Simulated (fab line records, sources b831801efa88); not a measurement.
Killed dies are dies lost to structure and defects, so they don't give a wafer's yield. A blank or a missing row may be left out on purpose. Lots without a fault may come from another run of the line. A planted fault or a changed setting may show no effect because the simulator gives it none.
One fault seen from 2 desks | flow gf180mcu | each desk has only its own numbers; what lay behind them comes last

THE METROLOGY DESK
What the gauges read, lot by lot, whatever tool the lot ran on: means of the sampled wafers that have a number. A lot is out of limits, marked OUT, if its mean lies more than 4 standard deviations from the usual mean; the brackets give that distance.
Columns: A = POLY_GATE_OVL at GF_POLY_GATE_OVL_MEAS_11, usual -4 nm; B = HV_LDD_TW at GF_HV_LDD_TW_MEAS_11, usual 2386; C = cd_nm at GF_HV_LDD_CD_MEAS_19, usual 400.4 nm; D = HV_LDD_RS at GF_HV_LDD_RS_MEAS_53, usual 419.3 ohm/sq
lot  | first seen here | A   | B               | C     | D
L295 | day 9 12:49     | 2   | 2407            | 399.8 | 419.2
L296 | day 9 21:59     | 4   | 2408            | 398.9 | 419.1
L299 | day 10 16:20    | -11 | 2372            | 400.9 | 419.2
L300 | day 11 00:14    | -6  | 2412            | 396.3 | 418.7
L301 | day 11 09:59    | -9  | 2395            | 400.1 | 418.7
L303 | day 11 21:46    | -5  | 2363            | 401.2 | 418.5
L304 | day 12 04:23    | -12 | 2411            | 399.5 | 419.8
L305 | day 12 16:58    | -5  | 2352            | 395.5 | 420.0
L306 | day 12 19:37    | -9  | 2408            | 402.0 | 419.7
L314 | day 15 00:46    | -7  | 2384            | 399.5 | 420.0
L315 | day 15 15:43    | -2  | 2318            | 401.6 | 438.7 (+21) OUT
L316 | day 15 19:44    | -0  | 2349            | 404.5 | 438.8 (+21) OUT
L317 | day 16 02:55    | -7  | 2290 (-4.2) OUT | 397.4 | 438.9 (+21) OUT
This desk's finding: out of limits on L315, L316, L317; first on L317, day 17 03:37 (HV_LDD_TW at GF_HV_LDD_TW_MEAS_11). In limits: L295, L296, L299, L300, L301, L303, L304, L305, L306, L314.

THE TOOL OWNER'S DESK: implanter-03
The tool's own readings at GF_HV_LDD_IMPLANT_09: means of the sampled wafers that have a number, for each lot that ran on this tool. A lot is out of limits, marked OUT, if its mean lies more than 4 standard deviations from the usual mean; the brackets give that distance.
Columns: A = beam_energy_keV at GF_HV_LDD_IMPLANT_09, usual 40.001; B = dose_ions_cm2 at GF_HV_LDD_IMPLANT_09, usual 1.0001e+14; C = faraday_current_uA at GF_HV_LDD_IMPLANT_09, usual 565
lot  | first seen here | A      | B                    | C
L295 | day 10 09:19    | 40.002 | 1.0001e+14           | 560
L296 | day 10 19:16    | 40.006 | 1.0002e+14           | 577
L299 | day 11 12:46    | 39.999 | 1.0002e+14           | 566
L300 | day 11 21:32    | 39.996 | 1.0005e+14           | 569
L301 | day 12 06:46    | 39.993 | 1.0008e+14           | 567
L303 | day 12 19:22    | 40.006 | 1.0009e+14           | 568
L315 | day 16 15:26    | 39.994 | 8.9767e+13 (-85) OUT | 510 (-5.5) OUT
L316 | day 16 19:48    | 40.011 | 8.9833e+13 (-85) OUT | 507 (-5.8) OUT
L317 | day 17 03:22    | 39.998 | 8.9697e+13 (-86) OUT | 505 (-6.0) OUT
This desk's finding: out of limits on L315, L316, L317; first on L315, day 16 15:26 (dose_ions_cm2 at GF_HV_LDD_IMPLANT_09). In limits: L295, L296, L299, L300, L301, L303.

PUT TOGETHER
The tool owner's desk could have raised an alarm at day 16 15:26, on L315, L316, L317.
The metrology desk could have raised an alarm at day 17 03:37, on L315, L316, L317.
Of the lots named, all ran GF_HV_LDD_IMPLANT_09 on implanter-03.

WHAT THE SIMULATOR HAD PUT IN
Process parameter drift: implanter-03, from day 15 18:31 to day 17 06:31, at GF_HV_LDD_IMPLANT_09. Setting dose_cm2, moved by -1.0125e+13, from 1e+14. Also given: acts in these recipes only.
Lots struck among those shown: L315, L316, L317.
Hours from the fault's start to each desk's first reading out of limits: the tool owner's desk, 21; the metrology desk, 33.
